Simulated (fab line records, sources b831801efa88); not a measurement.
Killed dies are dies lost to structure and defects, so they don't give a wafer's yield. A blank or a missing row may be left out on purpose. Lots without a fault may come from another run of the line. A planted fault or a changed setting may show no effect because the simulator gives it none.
fab line records | flow gf180mcu
record lots=7 wafers=21 last_day=33
route steps=602 shown HV_LDD@232 NSD@235 PSD@248
lots that met no fault: from a run of the same line without faults
start_h: hours from the record's first day to the start of the lot's first wafer shown | wait_h: hours since the lot's step before | " the same as in the row above | L1.1+2: a row that stands for several wafers | - no value, or no start given | * or withheld: withheld | < > ~ a bound
route shown NAME@n: a module of which the file shows steps, and the number in the route of the first | usual: mean/standard deviation of fault-free wafers | same: alike in all rows | chamber/n: place in a boat | sites: the reading at each site | _std_site: their standard deviation | _edge_site: outer sites' mean less inner sites' | radius_mm: how far each site lies from the wafer's centre | mask NAME#n: copy n | behind: the tool/chamber that last shaped the wafer | hold: why the lot was held/for how many hours/how that ended | device: the transistor (n, p or np) that didn't switch | end of line: the same wafers' tests at the end of the route | a step without rows: its recipe alone | killed: dies lost to structure and defects at the first sort, not the wafer's yield | map: a wafer's dies, x killed, . not, _ none there
set.NAME: the setting as run; set.NAME@STEP: as run at that earlier step | model.NAME: the simulator's own value behind a step, which no gauge read
lots at some steps of the route; a table a step, a row a wafer
services: from which hour (start_h, from the record's first day; less than 0 if before it) a tool's chamber was out of use, for how many hours, and why
## steps
# step GF_HV_LDD_CVD_56
# recipe material=Si3N4 precursor=DCS/NH3 target_thk_nm=90 temp_c=770 time_s=1543 pressure_mtorr=250
# step GF_HV_LDD_THK_MEAS_57
# recipe reads=Si3N4_of_HV_LDD_CVD_56
# usual HV_LDD_CVD_56_THK=90.1/0.88
# columns lot.wafer tool chamber start_h wait_h HV_LDD_CVD_56_THK[nm]
L445.2 film_metro-03 - 291.50 0.0 89.7
L445.3 " - " " 89.5
L445.4 " - " " 88.8
L452.1 film_metro-02 - 350.49 0.0 89.0
L452.2 " - " " 89.5
L452.5 " - " " 88.7
L454.1 film_metro-02 - 361.59 0.0 90.0
L454.4 " - " " 91.3
L454.5 " - " " 91.5
L456.3 film_metro-02 - 383.23 0.0 90.7
L456.5 " - " " 92.0
L456.6 " - " " 91.6
L459.2 film_metro-04 - 405.74 0.1 88.4
L459.3 " - " " 88.8
L459.4 " - " " 89.0
L460.2 film_metro-04 - 410.42 0.0 89.1
L460.3 " - " " 90.1
L460.4 " - " " 90.3
L461.4 film_metro-02 - 417.96 0.0 90.9
L461.5 " - " " 90.8
L461.6 " - " " 89.5
# step GF_HV_LDD_ETCHBACK_58
# recipe chemistry=CH3F/O2 target=Si3N4 stop_on=SiO2 source_w=400 bias_w=80 pressure_mtorr=25 ch3f_flow_sccm=40 O2_flow_sccm=30 time_s=100 target_depth_a=900
# usual bias_w=80.03/0.25 drypump_motor_current_A=6.0/0.39 oes_product_au=0.843/0.0069 throttle_valve_pct=10.559/0.0091
# columns lot.wafer tool chamber start_h wait_h bias_w drypump_motor_current_A oes_product_au rf_hours_counter_h throttle_valve_pct
L445.2 rie_diel-01 1 291.55 0.0 80.20 5.4 0.847 10 10.552
L445.3 " 2 " " 79.50 5.8 0.842 119 10.566
L445.4 " 1 " " 80.26 5.4 0.830 - 10.573
L452.1 rie_diel-04 0 350.55 0.1 80.41 5.7 0.834 0 10.561
L452.2 " 3 " " 80.11 6.1 0.832 6 10.569
L452.5 " 3 " " 80.32 6.1 0.826 - 10.559
L454.1 rie_diel-04 0 361.65 0.1 80.13 5.7 0.852 0 10.555
L454.4 " 0 " " 80.24 5.7 0.851 - 10.560
L454.5 " 1 " " 80.20 6.7 0.847 - 10.565
L456.3 rie_diel-04 1 383.27 0.0 79.66 6.7 0.845 54 10.554
L456.5 " 3 " " 80.26 6.1 0.856 - 10.559
L456.6 " 2 " " 79.75 6.4 0.851 - 10.582
L459.2 rie_diel-01 1 405.79 0.0 79.69 5.4 0.827 13 10.556
L459.3 " 3 " " 80.03 5.6 0.825 69 10.564
L459.4 " 2 " " 79.98 5.8 0.835 1 10.556
L460.2 rie_diel-01 3 410.47 0.0 79.50 5.6 0.836 69 10.558
L460.3 " 0 " " 79.89 6.3 0.851 19 10.547
L460.4 " 2 " " 80.20 5.8 0.843 1 10.554
L461.4 rie_diel-04 1 417.99 0.0 80.07 6.7 0.845 55 10.557
L461.5 " 1 " " 79.86 6.7 0.849 - 10.565
L461.6 " 2 " " 80.12 6.4 0.840 - 10.545
# step GF_NSD_DEHYDRATE_00
# recipe temp_c=200 time_s=60
# step GF_NSD_HMDS_01
# recipe prime_time_s=60 prime_temp_c=120
# step GF_NSD_COAT_02
# recipe resist=NOVOLAK spin_rpm=3000 resist_thk_nm=1000
# step GF_NSD_SOFTBAKE_03
# recipe temp_c=90 time_s=60 resist=NOVOLAK
# step GF_NSD_EXPOSE_04
# recipe mask_id=Nplus target_cd_nm=400 na=0.6 source_shape=conventional sigma_outer=0.6 dose_mj=140
# step GF_NSD_PEB_05
# recipe temp_c=withheld time_s=* resist=NOVOLAK
# step GF_NSD_DEVELOP_06
# recipe develop_time_s=58.04 dev_temp_c=23
# step GF_NSD_CD_MEAS_07
# recipe target_cd_nm=400
# usual cd_nm=400.2/2.5
# columns lot.wafer tool chamber start_h wait_h cd_nm
L445.2 cd_sem-01 - 311.73 0.1 399.2
L445.3 " - " " 399.6
L445.4 " - " " 398.8
L452.1 cd_sem-01 - 372.96 0.1 400.9
L452.2 " - " " 398.9
L452.5 " - " " 400.9
L454.1 cd_sem-01 - 384.75 0.1 400.3
L454.4 " - " " 400.4
L454.5 " - " " 400.5
L456.3 cd_sem-02 - 406.29 0.1 396.4
L456.5 " - " " 394.3
L456.6 " - " " 394.3
L459.2 cd_sem-01 - 429.87 0.1 399.5
L459.3 " - " " 401.5
L459.4 " - " " 400.9
L460.2 cd_sem-01 - 435.09 0.1 395.1
L460.3 " - " " 398.9
L460.4 " - " " 396.4
L461.4 cd_sem-01 - 441.98 0.1 398.3
L461.5 " - " " 400.1
L461.6 " - " " 397.8
# step GF_NSD_OVL_MEAS_08
# usual NSD_OVL=-0.2/1.5
# columns lot.wafer tool chamber start_h wait_h NSD_OVL[nm]
L445.2 overlay-02 - 311.84 0.1 0.0
L445.3 " - " " 1.9
L445.4 " - " " -0.6
L452.1 overlay-01 - 373.08 0.1 4.4
L452.2 " - " " 1.0
L452.5 " - " " 2.6
L454.1 overlay-01 - 384.87 0.1 -2.5
L454.4 " - " " -0.4
L454.5 " - " " -0.8
L456.3 overlay-01 - 406.38 0.1 1.5
L456.5 " - " " 1.7
L456.6 " - " " 1.3
L459.2 overlay-01 - 429.98 0.1 0.7
L459.3 " - " " -2.0
L459.4 " - " " -1.1
L460.2 overlay-01 - 435.20 0.1 -0.3
L460.3 " - " " -1.0
L460.4 " - " " -2.7
L461.4 overlay-02 - 442.06 0.1 -2.6
L461.5 " - " " -2.2
L461.6 " - " " -0.5
# step GF_NSD_IMPLANT_09
# recipe species=As energy_kev=60 dose_cm2=4e+15 tilt_deg=7
# usual implant_ion_amu=75/0
# columns lot.wafer tool chamber start_h wait_h implant_ion_amu model.implant.rp_nm model.implant.drp_nm
L445.2 implanter-03 0 311.89 0.0 75 37.18 16.15
L445.3 " 0 " " 75 37.18 16.15
L445.4 " 0 " " 75 37.18 16.15
L452.1 implanter-02 0 373.12 0.0 75 37.39 16.15
L452.2 " 0 " " 75 37.39 16.15
L452.5 " 0 " " 75 37.39 16.15
L454.1 implanter-02 0 384.91 0.0 75 36.88 16.15
L454.4 " 0 " " 75 36.88 16.15
L454.5 " 0 " " 75 36.88 16.15
L456.3 implanter-03 0 406.46 0.1 75 37.35 16.15
L456.5 " 0 " " 75 37.35 16.15
L456.6 " 0 " " 75 37.35 16.15
L459.2 implanter-03 0 430.03 0.0 49 44.57 21.23
L459.3 " 0 " " 49 44.57 21.23
L459.4 " 0 " " 49 44.57 21.23
L460.2 implanter-04 0 435.25 0.0 49 44.24 21.23
L460.3 " 0 " " 49 44.24 21.23
L460.4 " 0 " " 49 44.24 21.23
L461.4 implanter-04 0 442.15 0.1 49 43.86 21.23
L461.5 " 0 " " 49 43.86 21.23
L461.6 " 0 " " 49 43.86 21.23
# step GF_NSD_IMPLANT_10
# recipe species=P energy_kev=40 dose_cm2=5e+14 tilt_deg=7
# step GF_NSD_STRIP_11
# recipe chemistry=O2/N2 power_w=1400 pressure_mtorr=1500 platen_temp_c=250 o2_flow_sccm=3000 n2_flow_sccm=300 overash_fraction=0.5
# usual drypump_motor_current_A=5.6/0.49 heater_power_w=330/30 o2_flow_sccm=2999/9.1 oes_product_au=0.487/0.0047 strip_time_to_endpoint_s=22.96/0.033
# columns lot.wafer tool chamber start_h wait_h drypump_motor_current_A heater_power_w o2_flow_sccm oes_product_au rf_hours_counter_h strip_time_to_endpoint_s
L445.2 plasma_asher-02 1 312.17 0.1 5.7 302 2992 0.483 64 22.98
L445.3 " 0 " " 5.2 399 3005 0.487 - 22.96
L445.4 " 1 " " 5.7 292 2981 0.479 - 22.99
L452.1 plasma_asher-01 1 373.42 0.1 5.4 312 3004 0.488 59 22.97
L452.2 " 0 " " 6.4 341 3003 0.490 59 23.00
L452.5 " 1 " " 5.5 320 3001 0.482 - 23.00
L454.1 plasma_asher-02 0 385.21 0.1 5.1 375 3000 0.475 72 22.90
L454.4 " 1 " " 5.7 300 2999 0.484 - 22.85
L454.5 " 1 " " 5.7 298 2991 0.484 - 22.89
L456.3 plasma_asher-01 1 406.74 0.1 5.4 315 3003 0.489 - 22.92
L456.5 " 1 " " 5.4 321 2980 0.490 - 22.97
L456.6 " 0 " " 6.4 352 2988 0.487 - 22.95
L459.2 plasma_asher-02 0 430.31 0.1 5.1 390 3002 0.482 0 23.73
L459.3 " 1 " " 5.6 305 2985 0.474 - 23.72
L459.4 " 0 " " 5.1 376 3000 0.473 - 23.75
L460.2 plasma_asher-03 1 435.53 0.1 4.9 289 2989 0.480 37 23.77
L460.3 " 1 " " 4.9 304 3000 0.477 - 23.76
L460.4 " 0 " " 5.6 326 2993 0.480 - 23.77
L461.4 plasma_asher-01 1 442.41 0.1 5.5 316 3004 0.484 - 23.74
L461.5 " 1 " " 5.5 316 3009 0.475 - 23.75
L461.6 " 0 " " 6.4 346 3010 0.469 - 23.75
# step GF_NSD_TW_MEAS_12
# usual NSD_TW=4267/52
# columns lot.wafer tool chamber start_h wait_h NSD_TW
L445.2 film_metro-01 - 312.28 0.1 4229
L445.3 " - " " 4230
L445.4 " - " " 4245
L452.1 film_metro-02 - 373.52 0.1 4326
L452.2 " - " " 4325
L452.5 " - " " 4312
L454.1 film_metro-01 - 385.31 0.1 4266
L454.4 " - " " 4259
L454.5 " - " " 4273
L456.3 film_metro-01 - 406.83 0.1 4285
L456.5 " - " " 4292
L456.6 " - " " 4276
L459.2 film_metro-02 - 430.42 0.1 4287
L459.3 " - " " 4295
L459.4 " - " " 4296
L460.2 film_metro-02 - 435.64 0.1 4287
L460.3 " - " " 4280
L460.4 " - " " 4265
L461.4 film_metro-03 - 442.51 0.1 4129
L461.5 " - " " 4147
L461.6 " - " " 4149
# step GF_PSD_DEHYDRATE_00
# recipe temp_c=200 time_s=60
# step GF_PSD_HMDS_01
# recipe prime_time_s=60 prime_temp_c=120
# step GF_PSD_COAT_02
# recipe resist=NOVOLAK spin_rpm=3000 resist_thk_nm=1000
# step GF_PSD_SOFTBAKE_03
# recipe temp_c=90 time_s=60 resist=NOVOLAK
# step GF_PSD_EXPOSE_04
# recipe mask_id=Pplus target_cd_nm=400 na=0.6 source_shape=conventional sigma_outer=0.6 dose_mj=140
# step GF_PSD_PEB_05
# recipe temp_c=withheld time_s=* resist=NOVOLAK
# step GF_PSD_DEVELOP_06
# recipe develop_time_s=60 dev_temp_c=23
# step GF_PSD_CD_MEAS_07
# recipe target_cd_nm=400
# usual cd_nm=401.2/2.5
# columns lot.wafer tool chamber start_h wait_h cd_nm
L445.2 cd_sem-02 - 333.14 0.1 403.2
L445.3 " - " " 405.2
L445.4 " - " " 405.1
L452.1 cd_sem-01 - 395.91 0.1 401.5
L452.2 " - " " 398.8
L452.5 " - " " 398.9
L454.1 cd_sem-02 - 408.52 0.1 400.0
L454.4 " - " " 400.6
L454.5 " - " " 399.3
L456.3 cd_sem-02 - 430.79 0.1 401.7
L456.5 " - " " 399.3
L456.6 " - " " 400.7
L459.2 cd_sem-01 - 454.58 0.1 402.0
L459.3 " - " " 399.4
L459.4 " - " " 402.7
L460.2 cd_sem-01 - 460.18 0.1 400.6
L460.3 " - " " 400.6
L460.4 " - " " 401.8
L461.4 cd_sem-01 - 466.87 0.1 403.6
L461.5 " - " " 402.6
L461.6 " - " " 404.4
# step GF_PSD_OVL_MEAS_08
# usual PSD_OVL=0.1/1.5
# columns lot.wafer tool chamber start_h wait_h PSD_OVL[nm]
L445.2 overlay-02 - 333.25 0.1 -0.6
L445.3 " - " " 2.2
L445.4 " - " " -0.3
L452.1 overlay-01 - 396.03 0.1 2.1
L452.2 " - " " 0.9
L452.5 " - " " 1.9
L454.1 overlay-01 - 408.64 0.1 -1.1
L454.4 " - " " 1.3
L454.5 " - " " -0.5
L456.3 overlay-01 - 430.88 0.1 1.0
L456.5 " - " " 0.3
L456.6 " - " " 0.4
L459.2 overlay-02 - 454.69 0.1 0.5
L459.3 " - " " 0.4
L459.4 " - " " -0.1
L460.2 overlay-01 - 460.29 0.1 3.4
L460.3 " - " " 2.8
L460.4 " - " " 2.4
L461.4 overlay-01 - 466.95 0.1 0.5
L461.5 " - " " 0.6
L461.6 " - " " 0.5
# step GF_PSD_IMPLANT_09
# recipe species=BF2 energy_kev=41.16 dose_cm2=1.5e+15 tilt_deg=7
# step GF_PSD_STRIP_10
# recipe chemistry=O2/N2 power_w=1400 pressure_mtorr=1500 platen_temp_c=250 o2_flow_sccm=3000 n2_flow_sccm=300 overash_fraction=0.5
# usual drypump_motor_current_A=5.8/0.51 heater_power_w=357/39 o2_flow_sccm=3000/8.3 oes_product_au=0.591/0.0047 strip_time_to_endpoint_s=16.65/0.031
# columns lot.wafer tool chamber start_h wait_h drypump_motor_current_A heater_power_w o2_flow_sccm oes_product_au rf_hours_counter_h strip_time_to_endpoint_s
L445.2 plasma_asher-02 0 333.43 0.1 5.1 374 3000 0.587 67 16.62
L445.3 " 0 " " 5.2 379 3005 0.586 - 16.66
L445.4 " 1 " " 5.7 302 3013 0.588 - 16.63
L452.1 plasma_asher-01 0 396.22 0.1 6.5 352 2999 0.586 62 16.66
L452.2 " 1 " " 5.5 316 3005 0.597 62 16.65
L452.5 " 1 " " 5.5 313 2989 0.597 - 16.69
L454.1 plasma_asher-01 0 408.83 0.1 6.4 350 3001 0.593 63 16.66
L454.4 " 0 " " 6.4 350 3012 0.579 - 16.65
L454.5 " 0 " " 6.4 351 3009 0.586 - 16.64
L456.3 plasma_asher-04 0 431.09 0.1 6.0 398 2992 0.588 - 16.60
L456.5 " 1 " " 6.6 394 2991 0.589 - 16.62
L456.6 " 0 " " 6.1 398 3007 0.586 - 16.59
L459.2 plasma_asher-02 0 454.87 0.1 5.1 386 3016 0.589 3 16.68
L459.3 " 1 " " 5.7 315 3003 0.584 - 16.63
L459.4 " 0 " " 5.2 373 3002 0.588 - 16.65
L460.2 plasma_asher-04 0 460.47 0.1 6.1 404 3007 0.597 78 16.63
L460.3 " 0 " " 6.1 406 2999 0.591 - 16.62
L460.4 " 1 " " 6.6 393 2995 0.586 - 16.61
L461.4 plasma_asher-02 1 467.15 0.1 5.7 309 2998 0.594 - 16.66
L461.5 " 0 " " 5.1 381 3005 0.589 - 16.66
L461.6 " 1 " " 5.6 313 2999 0.596 - 16.66
# step GF_PSD_TW_MEAS_11
# usual PSD_TW=3217/36
# columns lot.wafer tool chamber start_h wait_h PSD_TW
L445.2 film_metro-02 - 333.54 0.1 3250
L445.3 " - " " 3265
L445.4 " - " " 3250
L452.1 film_metro-01 - 396.32 0.1 3220
L452.2 " - " " 3217
L452.5 " - " " 3205
L454.1 film_metro-01 - 408.93 0.1 3211
L454.4 " - " " 3211
L454.5 " - " " 3222
L456.3 film_metro-03 - 431.18 0.1 3184
L456.5 " - " " 3168
L456.6 " - " " 3187
L459.2 film_metro-02 - 454.98 0.1 3265
L459.3 " - " " 3281
L459.4 " - " " 3271
L460.2 film_metro-02 - 460.58 0.1 3273
L460.3 " - " " 3264
L460.4 " - " " 3275
L461.4 film_metro-01 - 467.25 0.1 3207
L461.5 " - " " 3212
L461.6 " - " " 3211
# step GF_PSD_CLEAN_12
# recipe chemistry=SC1/SC2 mix=1:4:20 temp_c=70 time_s=150 dry=n2_spin
# step GF_PSD_RTA_13
# recipe temp_c=1025 time_s=20 ambient=N2
# usual lamp_power_pct=31.6/2.8 wafer_temp_C_max=1031.0/1.4
# columns lot.wafer tool chamber start_h wait_h lamp_power_pct wafer_temp_C_max
L445.2 rtp_anneal-01 0 333.66 0.0 29.4 1029.6
L445.3 " 0 " " 29.5 1030.3
L445.4 " 0 " " 29.4 1030.1
L452.1 rtp_anneal-01 0 396.43 0.0 29.4 1029.2
L452.2 " 0 " " 29.5 1029.3
L452.5 " 0 " " 29.4 1028.6
L454.1 rtp_anneal-01 0 409.04 0.0 29.4 1032.8
L454.4 " 0 " " 29.4 1031.2
L454.5 " 0 " " 29.4 1031.3
L456.3 rtp_anneal-01 0 431.29 0.0 29.5 1031.1
L456.5 " 0 " " 29.4 1031.8
L456.6 " 0 " " 29.4 1030.3
L459.2 rtp_anneal-02 0 455.09 0.0 35.2 1031.9
L459.3 " 0 " " 35.2 1032.5
L459.4 " 0 " " 35.2 1035.1
L460.2 rtp_anneal-02 0 460.69 0.0 35.2 1031.7
L460.3 " 0 " " 35.2 1032.7
L460.4 " 0 " " 35.2 1033.2
L461.4 rtp_anneal-02 0 467.37 0.0 35.2 1032.8
L461.5 " 0 " " 35.2 1032.2
L461.6 " 0 " " 35.1 1031.7
# step GF_PSD_RS_MEAS_14
# recipe thk_meas_gauge=four-point-probe
# usual NSD_RS=46.11/0.097
# columns lot.wafer tool chamber start_h wait_h NSD_RS[ohm/sq]
L445.2 film_metro-02 - 333.75 0.1 46.20
L445.3 " - " " 46.24
L445.4 " - " " 46.21
L452.1 film_metro-01 - 396.51 0.1 46.03
L452.2 " - " " 46.19
L452.5 " - " " 46.15
L454.1 film_metro-03 - 409.12 0.1 46.22
L454.4 " - " " 46.15
L454.5 " - " " 46.15
L456.3 film_metro-03 - 431.39 0.1 46.12
L456.5 " - " " 46.15
L456.6 " - " " 46.16
L459.2 film_metro-01 - 455.18 0.1 -
L459.3 " - " " -
L459.4 " - " " -
L460.2 film_metro-03 - 460.78 0.1 -
L460.3 " - " " -
L460.4 " - " " -
L461.4 film_metro-01 - 467.47 0.1 -
L461.5 " - " " -
L461.6 " - " " -
# step GF_PSD_RS_MEAS_15
# recipe thk_meas_gauge=four-point-probe
# usual PSD_RS=107.09/0.27
# columns lot.wafer tool chamber start_h wait_h PSD_RS[ohm/sq]
L445.2 film_metro-02 - 333.87 0.1 107.26
L445.3 " - " " 106.99
L445.4 " - " " 107.41
L452.1 film_metro-01 - 396.63 0.1 107.32
L452.2 " - " " 107.15
L452.5 " - " " 107.11
L454.1 film_metro-03 - 409.24 0.1 107.29
L454.4 " - " " 107.13
L454.5 " - " " 107.20
L456.3 film_metro-03 - 431.51 0.1 107.21
L456.5 " - " " 107.41
L456.6 " - " " 106.93
L459.2 film_metro-01 - 455.30 0.1 106.91
L459.3 " - " " 107.01
L459.4 " - " " 106.76
L460.2 film_metro-03 - 460.90 0.1 107.34
L460.3 " - " " 107.17
L460.4 " - " " 107.13
L461.4 film_metro-01 - 467.59 0.1 107.20
L461.5 " - " " 107.03
L461.6 " - " " 107.11
## services
# columns tool chamber start_h hours kind
plasma_asher-01 - 270.64 2.9 repair
plasma_asher-04 - 277.98 1.9 repair
rie_diel-04 1 305.06 15.9 repair
implanter-02 - 318.39 4.4 pm
rie_diel-04 0 320.96 - clean
rie_diel-04 0 320.96 23.9 scheduled_down
rie_diel-04 0 320.96 23.9 vent_cycle
implanter-04 - 322.40 107.9 pm
rie_diel-01 2 349.11 - clean
rie_diel-01 2 349.11 25.2 scheduled_down
rie_diel-04 2 349.32 - clean
rie_diel-04 2 349.32 18.7 scheduled_down
rie_diel-04 2 349.32 18.7 vent_cycle
rie_diel-04 0 378.32 4.2 repair
rie_diel-04 - 379.36 1.0 repair
plasma_asher-04 - 406.50 2.8 pm
plasma_asher-04 - 412.33 1.9 repair
plasma_asher-02 - 421.25 9.0 pm
plasma_asher-02 0 421.25 9.0 vent_cycle
plasma_asher-02 1 421.25 9.0 vent_cycle
plasma_asher-02 0 430.25 - clean
plasma_asher-02 1 430.25 - clean
plasma_asher-01 - 452.46 2.8 pm
rie_diel-01 - 454.31 2.8 pm
## key
first_sign step=GF_NSD_IMPLANT_09 reading=implant_ion_amu direction=down sigmas=99+ usual=75 struck=49
effect step=GF_NSD_STRIP_11 reading=strip_time_to_endpoint_s direction=up sigmas=24 usual=* struck=*
effect step=GF_PSD_RS_MEAS_14 reading=NSD_RS direction=missing
model_effect step=GF_NSD_IMPLANT_09 value=implant.rp_nm without=36.99 struck=44.23
met_at GF_NSD_IMPLANT_09
struck_wafers L459.2,L459.3,L459.4,L460.2,L460.3,L460.4,L461.4,L461.5,L461.6
sort_left_out L459.2,L459.3,L459.4,L460.2,L460.3,L460.4,L461.4,L461.5,L461.6
tester_left_out L459,L460,L461
onset_between 406.46 430.03
fault kind=wrong_recipe_download tool=implanter-02,implanter-03,implanter-04 chamber=- onset_h=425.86 steps=GF_NSD_IMPLANT_09 wrong_recipe.not_listed=1
# tester_left_out: of these lots the tester's yield and bins aren't shown, on N5 and GAA mostly nor the transistor test; their killed dies are dies lost to structure and defects alone, not to doping, threshold or leakage, so they don't give the yield
# sort_left_out: the simulated sort isn't trusted on such a fault, so these wafers' sort isn't shown, and their yield isn't known
